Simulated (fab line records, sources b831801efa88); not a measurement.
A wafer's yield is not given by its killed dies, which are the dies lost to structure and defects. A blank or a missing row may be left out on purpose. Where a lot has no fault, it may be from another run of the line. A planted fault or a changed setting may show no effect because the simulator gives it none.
A struck lot beside a sound one ; flow sky130 ; 15 steps out of a route of 708
Sound: these wafers, L458.1, L458.2, L458.3. The struck wafers were L473.2, L473.5, L473.6. The cause comes at the end.
Each step with rows lists, per side, the tool, then ch with its chambers, then its first start. Under that, the readings that differ: sound wafers ; struck wafers ; difference of the means ; sigmas: that difference in standard deviations of wafers without a fault.
alike: readings whose means differ by less than 2 such deviations, and words and numbers that are the same on both sides. not compared: withheld readings, readings that some wafer has no value for, bounds like >300 that may hide the same value, and numbers for which the record gives no deviation and whose values overlap.
The two part at a step that has a row with sigmas, a row that says differs or no value, or rows on one side only. Numbers that don't overlap but have no deviation are shown without sigmas and don't part them. A reading that every wafer of one side lacks parts them only if that side has two wafers or more.

first, 1 step without rows for these wafers: SKY_LDD_N_IMPLANT_15.
SKY_LDD_N_STRIP_16: strips in O2/N2.
  sound on plasma-asher-04 ch 0,1, day 20 05:53; struck on plasma-asher-03 ch 0,1, day 25 09:54
  alike: drypump-motor-current-A, oes-product-au, strip-time-to-endpoint-s
  not compared: rf-hours-counter-h
SKY_LDD_N_TW_MEAS_17:
  sound: film-metro-02 at day 20 05:59; struck: film-metro-02 at day 25 10:01
  alike: LDD_N_TW
then, 7 steps without rows for these wafers: SKY_LDD_P_DEHYDRATE_00 (time 60 s); SKY_LDD_P_HMDS_01 (prime time 60 s); SKY_LDD_P_COAT_02 (resist thk 1140 nm); SKY_LDD_P_SOFTBAKE_03 (time 60 s); SKY_LDD_P_EXPOSE_04 (exposes mask PSDM, target cd 380 nm); SKY_LDD_P_PEB_05; SKY_LDD_P_DEVELOP_06 (develop time 62.21 s).
SKY_LDD_P_CD_MEAS_07 targets a cd of 380 nm.
  sound: cd-sem-02 at day 21 13:01; struck: cd-sem-01 at day 26 16:35
  alike: cd-nm
SKY_LDD_P_OVL_MEAS_08:
  sound: overlay-01 at day 21 13:08; struck: overlay-01 at day 26 16:41
  alike: LDD_P_OVL
SKY_LDD_P_IMPLANT_09:
  sound on implanter-04 ch 0, day 21 13:10; struck on implanter-01 ch 0, day 26 16:44
reading;sound;struck;difference;sigmas
dose-ions-cm2;9.988e+12 9.969e+12 9.999e+12;1.0382e+13 1.0389e+13 1.0377e+13;+3.9733e+11;+40
SKY_LDD_P_STRIP_10: strips in O2/N2.
  sound on plasma-asher-01 ch 0,1, day 21 13:19; struck on plasma-asher-01 ch 0,1, day 26 16:52
  alike: drypump-motor-current-A, oes-product-au, strip-time-to-endpoint-s
  not compared: rf-hours-counter-h
-- a jump in the record: the struck wafers' starts before and after are 25 days apart (it breaks off in module LDD_P and resumes in module PAD_OPEN, where the first step shown is number 708 of the route) --
SKY_PAD_OPEN_PROBE_99:
  sound: prober-01 at day 48 06:13; struck: prober-02 at day 51 10:07
reading;sound;struck;difference;sigmas
model.etest.tip-p.rs-ohm-sq;6926 6965 6936;6629 6693 6639;-289;
  alike: killed_at_M0_to_M3, killed_at_M4_up, killed-at-contacts, killed-at-front-end, killed-at-other, killed-dies, killed-open, killed-short

## WHERE THEY PART
Within this record, at SKY_LDD_P_IMPLANT_09 only. Later steps at which nothing parts them and some readings are alike: SKY_LDD_P_STRIP_10, SKY_PAD_OPEN_PROBE_99.

WHY: what had been put in by the simulator
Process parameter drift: implanter-01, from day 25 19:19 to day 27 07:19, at SKY_LDD_P_IMPLANT_09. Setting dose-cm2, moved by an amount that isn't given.
